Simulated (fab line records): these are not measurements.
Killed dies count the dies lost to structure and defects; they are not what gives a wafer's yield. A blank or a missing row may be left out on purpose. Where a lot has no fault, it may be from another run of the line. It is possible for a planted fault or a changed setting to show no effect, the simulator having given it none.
2 desks looking at one fault | flow sky130 | what lay behind the numbers comes last; until then each desk has only its own

THE TOOL OWNER'S DESK: pvd-sputter-04
The tool's own readings at SKY_METAL3_SPUTTER_00 (material Ti, target thk 15 nm, time 10 s): means of the sampled wafers that have a number, for each lot that ran on this tool. Any lot whose mean is over 4 standard deviations away from the usual mean is out of limits and marked OUT; that distance is given in the brackets.
Columns: A = chamber-pressure-pa at SKY_METAL3_SPUTTER_00, usual 0.3999 Pa; B = throttle-valve-pct at SKY_METAL3_SPUTTER_00, usual 30.1 %
lot  | first seen here | A                | B
L332 | day 36 12:02    | 0.4005           | 29.9
L333 | day 36 20:43    | 0.4005           | 30.0
L334 | day 37 05:35    | 0.3877 (-13) OUT | 30.7
L335 | day 37 17:00    | 0.3870 (-13) OUT | 29.9
L336 | day 37 19:35    | 0.3870 (-13) OUT | 29.8
L345 | day 40 18:43    | 0.3994           | 29.6
This desk finds L334, L335, L336 out of limits, L334 being first, at day 37 05:35 (chamber-pressure-pa at SKY_METAL3_SPUTTER_00). L332, L333, L345: within limits.

METROLOGY DESK
Lot by lot, what the gauges showed, no matter which tool ran the lot: averages of those sampled wafers that carry a number. Any lot whose mean is over 4 standard deviations away from the usual mean is out of limits and marked OUT; that distance is given in the brackets.
Columns: A = VIA1_HDPCVD_THK at SKY_VIA1_THK_MEAS_01, usual 1021 nm; B = METAL3_OVL at SKY_METAL3_OVL_MEAS_14, usual -3 nm
lot  | first seen here | A    | B
L332 | day 33 00:23    | 1007 | -6
L333 | day 33 10:09    | 1040 | -7
L334 | day 33 18:31    | 1009 | -11
L335 | day 34 05:15    | 1014 | -1
L336 | day 34 09:33    | 1042 | -1
L345 | day 37 09:28    | 1006 | 6
L346 | day 37 16:38    | 1024 | -3
L348 | day 38 19:06    | 1042 | -2
L347 | day 38 21:59    | 1026 | -0
L351 | day 39 06:06    | 1050 | -5
L349 | day 39 08:58    | 1014 | -8
L354 | day 40 04:39    | 1031 | -2
This desk's finding: nothing out of limits on any of the 12 lots.

TAKEN TOGETHER
An alarm could have come from the tool owner's desk at day 37 05:35, on L334, L335, L336.
From the metrology desk's view, nothing was out of limits.
The metrology desk has L334, L335, L336 on record, within its limits.
Of the lots named, all ran SKY_METAL3_SPUTTER_00 on pvd-sputter-04.

WHAT THE SIMULATOR HAD INSERTED
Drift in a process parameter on pvd-sputter-04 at SKY_METAL3_SPUTTER_00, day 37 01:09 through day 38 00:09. From 0.4, the setting chamber-pressure-pa moved by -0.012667. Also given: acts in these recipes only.
Struck lots among those shown: L334, L335, L336.
How many hours passed from the start of the fault until each desk's first out-of-limits reading: the tool owner's desk, 4.
